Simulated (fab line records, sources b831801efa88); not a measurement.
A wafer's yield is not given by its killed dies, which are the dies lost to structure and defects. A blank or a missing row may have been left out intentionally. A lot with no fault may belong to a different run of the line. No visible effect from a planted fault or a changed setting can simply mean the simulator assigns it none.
Which tool is to blame? + flow sky130 + 18 wafers from 6 lots sampled at 2 of the route's 708 steps

WHAT THE GAUGES SHOWED, per wafer
SKY_NWELL_OVL_MEAS_10.
| lot  | measured     | on         | NWELL_00_OVL (nm) |
|------|--------------|------------|-------------------|
| L898 | day 5 02:35  | overlay-01 | 0.5 0.7 0.5       |
| L901 | day 5 17:13  | overlay-02 | 0.8 1.8 -1.2      |
| L907 | day 7 11:49  | overlay-01 | -92.4 -91.2 -89.8 |
| L909 | day 7 19:52  | overlay-02 | -90.1 -89.4 -91.0 |
| L912 | day 8 13:40  | overlay-02 | -88.6 -90.2 -90.6 |
| L918 | day 10 11:28 | overlay-02 | -0.2 0.2 0.8      |

TOOL THAT RAN EACH LOT (tool first, then ch and the chambers of the sampled wafers, then the start)
| lot  | SKY_NWELL_EXPOSE_07                |
|------|------------------------------------|
| L898 | ilineStepper-01 ch 0, day 4 17:23  |
| L901 | ilineStepper-01 ch 0, day 5 08:16  |
| L907 | ilineStepper-01 ch 0, day 7 01:49  |
| L909 | ilineStepper-01 ch 0, day 7 11:20  |
| L912 | ilineStepper-01 ch 0, day 8 03:09  |
| L918 | ilineStepper-02 ch 0, day 10 00:05 |
- SKY_NWELL_EXPOSE_07: exposes mask NWM, target cd 840 nm.

THE ANSWER, worked out from the rows above alone
Rule: the lots themselves supply what counts as usual. The widest of any qualifying gaps counts: lots, ordered by their means at a reading, are off when they make up no more than a third of the lots, leave a main group of 4 or more, and stand apart from it by 3 or more times the standard deviation of that group's means. A main group whose means are all the same, to the digits that the tables above print for the reading, isn't used. Also off: a lot with no number at a reading for which 4 or more lots have one. The other lots that the step has rows for count as sound.
None of the lots is off at any reading shown; this tells nothing.

WHAT WAS PUT IN BY THE SIMULATOR
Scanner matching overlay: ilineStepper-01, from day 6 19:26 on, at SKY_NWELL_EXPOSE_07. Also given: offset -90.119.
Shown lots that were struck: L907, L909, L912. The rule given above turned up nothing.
